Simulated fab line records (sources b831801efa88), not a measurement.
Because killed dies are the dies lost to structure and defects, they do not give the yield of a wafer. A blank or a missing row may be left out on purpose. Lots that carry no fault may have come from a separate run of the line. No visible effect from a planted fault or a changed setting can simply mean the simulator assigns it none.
Chamber matching	flow sky130	SKY_VIA2_CMP_02 on cmp-01: 4 sister chambers
The step polishes SiO2. 4 wafers are shown with their chamber, then 10 later ones without.

WAFERS, EACH WITH ITS CHAMBER
wafer	chamber	motorCurrentA (A)
L085.6	0	13.4
L087.1	3	10.2
L088.2	2	12.5
L088.3	1	11.2

WAFERS WITHOUT THEIR CHAMBER
wafer	motorCurrentA (A)
L088.4	13.0
L092.1	11.1
L092.2	9.3
L092.4	13.5
L095.1	10.8
L095.3	12.7
L095.5	9.4
L096.1	13.1
L096.5	9.6
L096.6	13.4

EACH ONE'S CHAMBER
wafer	from the rows above	in truth
L088.4	can't be placed: 0 or 2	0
L092.1	can't be placed: 1 or 3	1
L092.2	3	3
L092.4	can't be placed: 0 or 2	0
L095.1	can't be placed: 1 or 3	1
L095.3	can't be placed: 2 or 0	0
L095.5	3	3
L096.1	can't be placed: 0 or 2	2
L096.5	3	3
L096.6	can't be placed: 0 or 2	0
3 of 10 placed correctly. Unplaceable from these rows: 7, with the true chamber sitting among the candidates in 7. Number placed wrongly: 0.
How it was worked out, from the rows above alone: a wafer's distance from a chamber is the root of the sum, over the readings, of the square of ((its reading less the chamber's mean) divided by the reading's scatter). If the next closest chamber is less than 2 further off than the closest, the wafer can't be placed; otherwise it belongs to the closest. The mean given for a chamber averages the wafers shown for that chamber. The scatter (one wafer shown for each chamber): square how far every hidden wafer sits from the nearest shown wafer, average those squares and take the square root.
